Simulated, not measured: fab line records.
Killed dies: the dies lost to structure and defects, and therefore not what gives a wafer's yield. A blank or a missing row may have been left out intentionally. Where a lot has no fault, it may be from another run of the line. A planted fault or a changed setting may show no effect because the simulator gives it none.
Which tool was responsible? | flow sky130 | 14 lots (42 wafers sampled), 1 step of a 708-step route

## WHAT EACH GAUGE READ, for each wafer
SKY_VT_ADJUST_LVTN_OVL_MEAS_18.
lot  | measured     | on         | VT_ADJUST_LVTN_01_OVL (nm)
L593 | day 7 19:05  | overlay-01 | -1.5 -0.7 -0.9
L594 | day 8 01:23  | overlay-01 | -1.5 -2.2 -1.2
L595 | day 8 08:02  | overlay-02 | 1.1 1.4 0.7
L596 | day 8 16:17  | overlay-02 | 2.1 1.9 1.3
L597 | day 9 00:03  | overlay-01 | -3.1 -1.6 -1.3
L598 | day 9 02:47  | overlay-01 | -0.2 -0.3 -0.2
L605 | day 11 05:08 | overlay-02 | 2.0 2.5 1.6
L606 | day 11 20:50 | overlay-02 | 0.0 -0.2 0.2
L607 | day 12 02:35 | overlay-01 | -1.5 -2.1 -1.5
L609 | day 12 08:53 | overlay-02 | 1.5 -0.7 0.8
L612 | day 13 08:06 | overlay-02 | 1.1 -0.2 1.5
L613 | day 13 12:39 | overlay-01 | 0.6 1.5 2.3
L615 | day 14 00:02 | overlay-01 | -0.1 0.2 0.5
L616 | day 14 06:50 | overlay-01 | -0.1 1.6 -1.9

## EACH LOT AND THE TOOL THAT RAN IT (in order: tool; ch and the chambers of the sampled wafers; start)
The record holds no process step before these readings.

## AS READ BY THE TOOLS THEMSELVES (means over the sampled wafers that have a number; for cases with no such wafer, the mark the record gives instead)
The record holds no such reading with a usual standard deviation.

## THE ANSWER, worked out from the rows above alone
Rule: what is usual is taken from the lots themselves. The widest of any qualifying gaps counts: lots, ordered by their means at a reading, are off when they make up no more than a third of the lots, leave a main group of 4 or more, and stand apart from it by 3 or more times the standard deviation of that group's means. If all means in a main group match to the digits the tables above print for the reading, that group is not used. Also off: a lot with no number at a reading for which 4 or more lots have one. Any other lot the step has rows for is counted as sound. The gauges are gone through in route order, then the tools' own readings, and for those a lot's mean is taken as printed above. The first step at which some lot is off is used, and at that step the reading that is off furthest; a lot without a number counts as furthest.
Nothing can be told from this: no lot is off at any reading shown.

## WHAT THE SIMULATOR HAD PUT IN
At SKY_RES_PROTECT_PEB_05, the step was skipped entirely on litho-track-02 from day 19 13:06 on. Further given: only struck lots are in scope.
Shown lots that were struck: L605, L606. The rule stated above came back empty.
